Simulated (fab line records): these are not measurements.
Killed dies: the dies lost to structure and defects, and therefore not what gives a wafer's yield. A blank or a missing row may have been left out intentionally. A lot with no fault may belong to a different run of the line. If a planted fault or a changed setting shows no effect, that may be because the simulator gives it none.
Problem report in the 8D (eight disciplines) form, filled by code | flow sky130 | the parts of the form that need people (team, actions taken, sign-off) are left out

1. PROBLEM STATEMENT
POLY_GATE_CVD_00_THK at SKY_POLY_GATE_THK_MEAS_01 reads a mean of 165.8 nm on 9 wafers of 3 lots; wafers without a fault read 179.4 nm with a standard deviation of 1.4. Measured from the usual mean, that is -9.7 standard deviations.
Seen first at day 18 14:11 on film-metro-03, wafer L304.1. Wafers with a number at this step in the record: 33, from 11 lots. Rule for "out", or "out of limits": more than 4 standard deviations from the usual mean. The other wafers with a number count as sound.

2. WHAT IT IS, AND WHAT IT ISN'T
question                    | is                                          | is not
which readings at this step | POLY_GATE_CVD_00_THK                        | -
which lots                  | L304, L305, L306                            | L293, L298, L300, L301, L302, L303, L314, L315
which wafers of those lots  | all that have a number                      | -
read on which gauges        | film-metro-01, film-metro-03, film-metro-04 | -
when                        | from day 18 14:11                           | up to then (18 sound wafers); but 6 sound wafers of L314, L315 came after

3. WHAT RULES OUT EACH SUSPECT
Counting: a tool at a process step up to the reading stays a suspect if it ran every lot that is out and no sound lot after the first of them.
- ruled out: the gauge at SKY_POLY_GATE_THK_MEAS_01. Those wafers that are out were read across 3 gauges (film-metro-01, film-metro-03, film-metro-04).
- lpcvd-01 at SKY_POLY_GATE_CVD_00 (deposits poly-Si, target thk 180 nm, time 720 s): ruled out as a lasting fault. The sound lots L314, L315 went through it after L304, its earliest lot that is out (day 18 12:59).
Left after counting: nothing in the record.

4. THE CAUSE (what the simulator had put in)
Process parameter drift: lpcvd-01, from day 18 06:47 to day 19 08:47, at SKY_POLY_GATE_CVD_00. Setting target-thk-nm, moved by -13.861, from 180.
Counting ruled it out, wrongly: the rule takes a fault to strike every lot that its tool runs from its start on, and this one did not.

5. THE CHAIN OF EFFECTS, in route order
One row per reading whose mean, taken over the struck wafers that have a number, lies over 3 standard deviations from the usual. Scope: only readings with a usual standard deviation given in the record; hours: median across lots of the time from each lot's start at the first step in this table that gives one to its start at this step; sigmas: change in usual standard deviations.
hours | step                      | reading              | usual      | on struck wafers | change | sigmas
0     | SKY_POLY_GATE_THK_MEAS_01 | POLY_GATE_CVD_00_THK | 179.4 nm   | 165.8            | -13.6  | -9.7
64    | SKY_POLY_GATE_ETCH_17     | oes-product-au       | 0.984 a.u. | 0.937            | -0.047 | -5.9
Its process steps:
- SKY_POLY_GATE_ETCH_17: etches poly-Si in HBr/Cl2, stops on SiO2, target depth 180 nm, time 70.5 s.
Later steps that measure or inspect, where all struck wafers having a row at the step show a number for every such reading and not one has moved that far: SKY_METAL1_OVL_MEAS_16.

6. HOW IT WOULD HAVE BEEN CAUGHT EARLIER
In this record the first reading out of limits at a measuring or inspecting step was taken at day 18 14:11, 7 hours after the fault began at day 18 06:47.
No tool reading at SKY_POLY_GATE_CVD_00 that has a usual standard deviation in the record was out on any struck wafer, so an alarm limit of 4 standard deviations on those readings would not have fired.
